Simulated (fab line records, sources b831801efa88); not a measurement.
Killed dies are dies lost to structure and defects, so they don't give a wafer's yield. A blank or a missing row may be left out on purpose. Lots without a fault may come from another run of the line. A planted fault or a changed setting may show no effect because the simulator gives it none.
Chamber matching | flow gf180mcu | GF_V1_CMP_04 on cmp-01: 4 sister chambers
The step polishes SiO2. 4 wafers are shown with their chamber, then 7 later ones without.

WAFERS WITH THEIR CHAMBER
wafer  | chamber | motor_current_A (A)
L501.5 | 2       | 12.4
L501.6 | 3       | 11.9
L509.1 | 1       | 10.8
L509.4 | 0       | 12.5

WAFERS WITHOUT THEIR CHAMBER
wafer  | motor_current_A (A)
L509.5 | 12.3
L513.3 | 12.0
L513.4 | 12.8
L513.5 | 12.1
L515.2 | 11.7
L515.4 | 12.6
L515.6 | 12.2

WHICH CHAMBER EACH WENT THROUGH
wafer  | from the rows above          | in truth
L509.5 | can't be placed: 2 or 0 or 3 | 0
L513.3 | can't be placed: 3 or 2      | 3
L513.4 | can't be placed: 0 or 2      | 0
L513.5 | can't be placed: 3 or 2 or 0 | 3
L515.2 | 3                            | 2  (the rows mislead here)
L515.4 | can't be placed: 0 or 2      | 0
L515.6 | can't be placed: 2 or 3 or 0 | 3
Placed correctly: 0 of 7. Can't be placed from these rows: 6 (the true chamber is among the candidates in 6). Placed wrongly: 1.
How it was worked out, from the rows above alone: a wafer's distance from a chamber is the root of the sum, over the readings, of the square of ((its reading less the chamber's mean) divided by the reading's scatter). The wafer belongs to the nearest chamber; if the next one is less than 2 further off, it can't be placed. A chamber's mean is the mean of its shown wafers. The scatter: with one shown wafer a chamber, the root of the mean of the squares of how far each hidden wafer lies from its nearest shown one.
